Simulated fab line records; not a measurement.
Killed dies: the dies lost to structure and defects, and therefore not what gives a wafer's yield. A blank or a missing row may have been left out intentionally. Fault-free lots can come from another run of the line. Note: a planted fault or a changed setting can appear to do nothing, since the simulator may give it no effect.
Code-filled problem report in 8D (eight disciplines) form :: flow sky130 :: the parts of the form that need people (team, actions taken, sign-off) are left out

1. WHAT WENT WRONG
LI_CONTACT_HDPCVD_THK at SKY_LI_CONTACT_THK_MEAS_01 reads a mean of 1242 nm on 1 wafer of 1 lot; wafers without a fault read 930 nm with a standard deviation of 10. That is +31 standard deviations from the usual mean.
The first sign was on wafer L646.5 at day 31 14:31, on film_metro-02. The record holds 33 wafers of 11 lots with a number at this step. By rule, "out" or "out of limits" means more than 4 standard deviations away from the usual mean. All remaining wafers that have a number are taken as sound.

2. WHAT IT IS, AND WHAT IT ISN'T
question: which readings at this step
is: LI_CONTACT_HDPCVD_THK
is not: -

question: which lots
is: L646
is not: L637, L639, L640, L641, L644, L652, L654, L655, L658, L660

question: which wafers of those lots
is: L646.5
is not: L646.3, L646.4

question: read on which gauges
is: film_metro-02
is not: film_metro-01, film_metro-04

question: when
is: from day 31 14:31
is not: up to then (17 sound wafers); but 15 sound wafers of L652, L654, L655, L658, L660 came after

3. WHAT RULES OUT EACH SUSPECT
Counting: a tool at a process step up to the reading stays a suspect if it ran every lot that is out. Sound lots after the first of them don't rule it out here, since some wafers of a struck lot are sound.
- the gauge at SKY_LI_CONTACT_THK_MEAS_01: ruled out. All the wafers that are out were read on film_metro-02, but those of them that SKY_LI_CONTACT_CMP_02 has rows for are out there too, on other tools.
- plasma_asher-02 at SKY_LDD_HVP_STRIP_09 (strips in O2/N2): kept. L646, the lot that is out, went through it at day 25 13:26; up to then, the latest sound lot through it was L640 at day 23 06:56.
- hdpcvd-02 at SKY_LI_CONTACT_HDPCVD_00 (deposits PSG, target thk 930 nm, time 155 s): kept. L646, the lot that is out, went through it at day 31 14:24; up to then, the latest sound lot through it was L637 at day 28 09:31.
The count leaves hdpcvd-02 at SKY_LI_CONTACT_HDPCVD_00 and plasma_asher-02 at SKY_LDD_HVP_STRIP_09.

4. THE CAUSE (what the simulator had put in)
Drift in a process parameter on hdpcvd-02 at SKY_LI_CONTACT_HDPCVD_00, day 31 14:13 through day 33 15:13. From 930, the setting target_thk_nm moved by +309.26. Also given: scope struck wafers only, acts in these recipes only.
This tool is one of the 2 suspects left after counting.

5. THE CHAIN OF EFFECTS, in route order
Rows list readings where the struck wafers' mean (over those with a number) sits beyond 3 standard deviations from the usual. Scope: only readings with a usual standard deviation given in the record; hours: median across lots of the time from each lot's start at the first step in this table that gives one to its start at this step; sigmas: change in usual standard deviations.
hours: 0
step: SKY_LI_CONTACT_THK_MEAS_01
reading: LI_CONTACT_HDPCVD_THK
usual: 930 nm
on struck wafers: 1242
change: +312
sigmas: +31

hours: 0
step: SKY_LI_CONTACT_CMP_02
reading: time_to_endpoint_s
usual: 31.8 s
on struck wafers: 59.3
change: +27.5
sigmas: +11
Here are the process steps it includes:
- SKY_LI_CONTACT_CMP_02: polishes PSG.

6. WHAT WOULD HAVE CAUGHT IT SOONER
In this record the first reading out of limits at a measuring or inspecting step was taken at day 31 14:31, 0 hours after the fault began at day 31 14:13.
By day 31 14:31, every lot that is out (1) had started SKY_LI_CONTACT_HDPCVD_00 on hdpcvd-02. None of them would have been spared by holding the tool at that moment.
